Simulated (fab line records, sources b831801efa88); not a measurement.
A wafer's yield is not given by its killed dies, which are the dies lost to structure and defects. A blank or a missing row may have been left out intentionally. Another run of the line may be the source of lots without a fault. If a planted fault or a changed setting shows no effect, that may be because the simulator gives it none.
fab line records	flow gf180mcu
[record] lots = 13	wafers = 38	lastDay = 34
route steps=602 shown SALICIDE@282 CONTACT@302 M1@319
lots with no fault: from the same line, run without faults
startH: hours from the record's opening day to when the first of the lot's shown wafers began	waitH: how many hours have passed since the lot's step before this one	" the same as in the row above	L1.1+2: a row that stands for several wafers	- no value present, or no start provided	* or withheld: withheld	< > ~ a bound
route shown NAME@n: a module of which the file shows steps, and the number in the route of the first	usual: mean/standard deviation taken from wafers without a fault	same: alike in all rows	chamber/n: place in a boat	sites: the reading at each site	_std_site: the standard deviation of these	_edge_site: mean of outer sites minus mean of inner sites	radiusMm: for every site, how far away it sits from the centre of the wafer	mask NAME#n: copy n	behind: the last tool/chamber to shape the wafer	hold: reason for holding the lot/hours on hold/outcome of the hold	device: whichever transistor did not switch (one of n, p or np)	end of line: tests run on the same wafers once the route is complete	a step without rows: its recipe alone	killed: dies lost to structure and defects at the first sort, not the wafer's yield	map: a wafer's dies, marking killed ones x, the rest . and places with no die _
set.NAME: the setting that was run; set.NAME@STEP: the one run at that earlier step	model.NAME: the simulator's own value behind a step, which no gauge read
one table for each step of the route and one row for each wafer, over a sample of lots
services: from which hour (startH, from the record's first day; less than 0 if before it) a tool's chamber was out of use, for how many hours, and why
[[steps]]
[step GF_SALICIDE_RS_MEAS_04]
[recipe] thkMeasGauge = four-point-probe	reads = TiN_of_SALICIDE_SPUTTER_03+Co_of_SALICIDE_SPUTTER_02
[usual] SALICIDE_TIN_RS = 16.32/0.29
lot.wafer	tool	chamber	startH	waitH	SALICIDE_TIN_RS[ohm/sq]
L372.1	filmMetro-02	-	336.72	0.0	16.22
L372.2	"	-	"	"	16.70
L372.6	"	-	"	"	16.71
L373.4	filmMetro-02	-	342.25	0.1	16.75
L373.5	"	-	"	"	16.51
L373.6	"	-	"	"	16.66
L374.2	filmMetro-02	-	354.60	0.0	16.11
L374.3	"	-	"	"	16.36
L374.5	"	-	"	"	16.44
L375.2	filmMetro-02	-	361.26	0.0	15.91
L375.3	"	-	"	"	16.02
L375.6	"	-	"	"	16.20
L376.2	filmMetro-04	-	369.25	0.0	16.15
L376.3	"	-	"	"	15.90
L376.4	"	-	"	"	16.43
L377.2	filmMetro-02	-	378.36	0.0	16.22
L377.3	"	-	"	"	16.45
L377.6	"	-	"	"	16.55
L379.3	filmMetro-02	-	398.21	0.1	16.25
L379.4	"	-	"	"	16.33
L379.6	"	-	"	"	16.27
L380.2	filmMetro-04	-	401.20	0.0	16.20
L380.3	"	-	"	"	16.27
L380.5	"	-	"	"	16.30
L381.1	filmMetro-04	-	419.42	0.0	16.02
L381.2	"	-	"	"	16.19
L381.3	"	-	"	"	16.05
L382.1	filmMetro-04	-	431.69	0.0	16.56
L382.4	"	-	"	"	16.59
L382.6	"	-	"	"	16.52
L385.2	filmMetro-03	-	459.75	0.0	15.86
L385.4	"	-	"	"	15.82
L385.6	"	-	"	"	15.82
L387.1	filmMetro-03	-	479.60	0.0	16.89
L387.4	"	-	"	"	16.56
L395.1	filmMetro-03	-	535.94	0.0	16.53
L395.3	"	-	"	"	16.71
L395.5	"	-	"	"	16.77
[step GF_CONTACT_OVL_MEAS_15]
[usual] CONTACT_OVL = -3/5.7
lot.wafer	tool	chamber	startH	waitH	CONTACT_OVL[nm]
L372.1	overlay-02	-	359.50	0.1	-9
L372.2	"	-	"	"	-2
L372.6	"	-	"	"	3
L373.4	overlay-02	-	365.66	0.1	-6
L373.5	"	-	"	"	-7
L373.6	"	-	"	"	-12
L374.2	overlay-02	-	377.32	0.1	13
L374.3	"	-	"	"	11
L374.5	"	-	"	"	13
L375.2	overlay-02	-	384.19	0.1	2
L375.3	"	-	"	"	9
L375.6	"	-	"	"	5
L376.2	overlay-02	-	393.27	0.1	-5
L376.3	"	-	"	"	-12
L376.4	"	-	"	"	-1
L377.2	overlay-02	-	401.70	0.1	-11
L377.3	"	-	"	"	-17
L377.6	"	-	"	"	-10
L379.3	overlay-01	-	422.88	0.1	-8
L379.4	"	-	"	"	0
L379.6	"	-	"	"	1
L380.2	overlay-02	-	426.09	0.1	-3
L380.3	"	-	"	"	-1
L380.5	"	-	"	"	-5
L381.1	overlay-02	-	445.32	0.1	4
L381.2	"	-	"	"	2
L381.3	"	-	"	"	7
L382.1	overlay-01	-	456.82	0.1	-7
L382.4	"	-	"	"	-2
L382.6	"	-	"	"	-2
L385.2	overlay-01	-	484.30	0.1	-7
L385.4	"	-	"	"	-7
L385.6	"	-	"	"	-5
L387.1	overlay-02	-	504.97	0.1	6
L387.4	"	-	"	"	4
L395.1	overlay-01	-	559.74	0.1	-2
L395.3	"	-	"	"	4
L395.5	"	-	"	"	3
[step GF_CONTACT_ETCH_17]
[recipe] chemistry = C4F8/O2/Ar	maskMaterial = KrF	target = SiO2	stopOn = CoSi2	sourceW = 1500	biasW = 1200	pressureMtorr = 40	c4f8FlowSccm = withheld	O2_flow_sccm = 6	Ar_flow_sccm = 300	timeS = withheld	targetDepthA = 8600
[usual] oesProductAu = 0.814/0.0049
lot.wafer	tool	chamber	startH	waitH	oesProductAu
L372.1	rieDiel-04	2	-	-	0.818
L372.2	"	0	"	"	0.817
L372.6	"	1	"	"	0.814
L373.4	rieDiel-02	3	-	-	0.818
L373.5	"	2	"	"	0.803
L373.6	"	1	"	"	0.804
L374.2	rieDiel-03	1	-	-	0.818
L374.3	"	3	"	"	0.808
L374.5	"	0	"	"	0.813
L375.2	rieDiel-02	3	-	-	0.818
L375.3	"	1	"	"	0.810
L375.6	"	1	"	"	0.798
L376.2	rieDiel-02	0	-	-	0.827
L376.3	"	3	"	"	0.815
L376.4	"	3	"	"	0.816
L377.2	rieDiel-03	2	-	-	0.812
L377.3	"	3	"	"	0.815
L377.6	"	2	"	"	0.811
L379.3	rieDiel-04	2	-	-	0.814
L379.4	"	3	"	"	0.810
L379.6	"	2	"	"	0.815
L380.2	rieDiel-03	1	-	-	0.807
L380.3	"	0	"	"	0.810
L380.5	"	1	"	"	0.809
L381.1	rieDiel-04	2	-	-	0.823
L381.2	"	0	"	"	0.809
L381.3	"	1	"	"	0.821
L382.1	rieDiel-04	1	-	-	0.820
L382.4	"	2	"	"	0.814
L382.6	"	1	"	"	0.818
L385.2	rieDiel-04	1	-	-	0.811
L385.4	"	2	"	"	0.815
L385.6	"	1	"	"	0.812
L387.1	rieDiel-04	3	-	-	0.815
L387.4	"	2	"	"	0.812
L395.1	rieDiel-02	2	-	-	0.824
L395.3	"	3	"	"	0.811
L395.5	"	2	"	"	0.818
[step GF_M1_SPUTTER_04]
[recipe] material = TiN	targetThkNm = 50	powerW = 6500	timeS = 41.7	chamberPressurePa = 0.4
[usual] throttleValvePct = 30.3/1.1
lot.wafer	tool	chamber	startH	waitH	throttleValvePct
L372.1	pvdSputter-02	-	360.86	0.0	30.6
L372.2	"	-	"	"	30.5
L372.6	"	-	"	"	30.5
L373.4	pvdSputter-02	-	367.00	0.0	30.5
L373.5	"	-	"	"	30.7
L373.6	"	-	"	"	30.4
L374.2	pvdSputter-03	-	378.68	0.0	30.4
L374.3	"	-	"	"	27.9
L374.5	"	-	"	"	27.6
L375.2	pvdSputter-02	-	385.56	0.0	30.6
L375.3	"	-	"	"	32.2
L375.6	"	-	"	"	30.7
L376.2	pvdSputter-02	-	394.65	0.0	32.0
L376.3	"	-	"	"	30.7
L376.4	"	-	"	"	30.5
L377.2	pvdSputter-02	-	403.05	0.0	30.3
L377.3	"	-	"	"	30.8
L377.6	"	-	"	"	31.9
L379.3	pvdSputter-02	-	424.49	0.0	30.6
L379.4	"	-	"	"	30.6
L379.6	"	-	"	"	30.7
L380.2	pvdSputter-02	-	427.44	0.0	30.7
L380.3	"	-	"	"	30.9
L380.5	"	-	"	"	32.2
L381.1	pvdSputter-01	-	446.67	0.0	29.4
L381.2	"	-	"	"	29.0
L381.3	"	-	"	"	29.1
L382.1	pvdSputter-03	-	458.17	0.0	28.6
L382.4	"	-	"	"	30.0
L382.6	"	-	"	"	27.7
L385.2	pvdSputter-02	-	485.67	0.0	32.0
L385.4	"	-	"	"	30.8
L385.6	"	-	"	"	31.9
L387.1	pvdSputter-02	-	506.32	0.0	31.1
L387.4	"	-	"	"	30.7
L395.1	pvdSputter-03	-	561.11	0.0	30.7
L395.3	"	-	"	"	30.0
L395.5	"	-	"	"	28.3
[step GF_M1_THK_MEAS_06]
[recipe] thkMeasGauge = xrf	reads = AlCu_of_M1_SPUTTER_02
[usual] M1_ALCU_THK = 452/5.2
lot.wafer	tool	chamber	startH	waitH	M1_ALCU_THK[nm]
L372.1	filmMetro-04	-	361.02	0.1	453
L372.2	"	-	"	"	451
L372.6	"	-	"	"	456
L373.4	filmMetro-04	-	367.19	0.1	451
L373.5	"	-	"	"	455
L373.6	"	-	"	"	456
L374.2	filmMetro-01	-	378.85	0.1	444
L374.3	"	-	"	"	437
L374.5	"	-	"	"	445
L375.2	filmMetro-03	-	385.73	0.1	449
L375.3	"	-	"	"	445
L375.6	"	-	"	"	447
L376.2	filmMetro-03	-	394.82	0.1	456
L376.3	"	-	"	"	455
L376.4	"	-	"	"	455
L377.2	filmMetro-01	-	403.22	0.1	447
L377.3	"	-	"	"	449
L377.6	"	-	"	"	442
L379.3	filmMetro-03	-	424.67	0.1	446
L379.4	"	-	"	"	448
L379.6	"	-	"	"	449
L380.2	filmMetro-03	-	427.61	0.1	460
L380.3	"	-	"	"	464
L380.5	"	-	"	"	457
L381.1	filmMetro-03	-	446.83	0.1	457
L381.2	"	-	"	"	455
L381.3	"	-	"	"	458
L382.1	filmMetro-03	-	458.33	0.1	448
L382.4	"	-	"	"	451
L382.6	"	-	"	"	450
L385.2	filmMetro-01	-	485.85	0.1	447
L385.4	"	-	"	"	426
L385.6	"	-	"	"	446
L387.1	filmMetro-03	-	506.48	0.1	426
L387.4	"	-	"	"	427
L395.1	filmMetro-03	-	561.27	0.1	457
L395.3	"	-	"	"	462
L395.5	"	-	"	"	460
[[services]]
tool	chamber	startH	hours	kind
rieDiel-02	-	337.54	2.8	pm
rieDiel-03	2	342.12	3.3	repair
rieDiel-02	1	356.17	2.1	repair
rieDiel-02	0	359.10	21.7	repair
rieDiel-02	-	380.22	3.4	repair
rieDiel-02	2	380.53	3.0	repair
rieDiel-02	2	391.05	5.2	repair
rieDiel-03	-	401.95	0.5	repair
rieDiel-04	-	407.18	14.6	pm
pvdSputter-01	-	436.85	4.1	repair
rieDiel-04	3	439.91	-	clean
rieDiel-04	3	439.91	20.3	scheduledDown
rieDiel-02	2	449.70	5.6	repair
pvdSputter-02	-	457.48	4.7	repair
rieDiel-02	3	460.19	3.4	repair
pvdSputter-03	-	468.37	1.3	repair
pvdSputter-03	-	468.52	1.4	repair
pvdSputter-02	0	498.25	-	consumableReplace:kit
pvdSputter-02	0	498.25	18.0	scheduledDown
pvdSputter-02	0	498.25	18.0	ventCycle
rieDiel-04	1	503.48	11.3	repair
pvdSputter-03	-	531.60	3.2	repair
rieDiel-02	1	541.43	5.6	repair
pvdSputter-02	-	543.39	2.8	repair
[[key]]
[firstSign] step = GF_M1_THK_MEAS_06	reading = M1_ALCU_THK	direction = down	sigmas = 4.9	usual = 452	struck = 426
effect none on later readings
metAt GF_M1_SPUTTER_04
struckLots L385,L387
struckWafers L385.4,L387.1,L387.4
notActingAt GF_SALICIDE_RS_MEAS_04,GF_CONTACT_OVL_MEAS_15,GF_CONTACT_ETCH_17
onsetBetween 427.44 485.67
[fault] kind = processParameterDrift	tool = pvdSputter-02	chamber = -	onsetH = 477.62	steps = GF_M1_SPUTTER_04	channel = targetThkNm	offset = 29.483	shape = step	endH = 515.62	scope = struckWafersOnly	actsIn = theseRecipesOnly	stated = 50
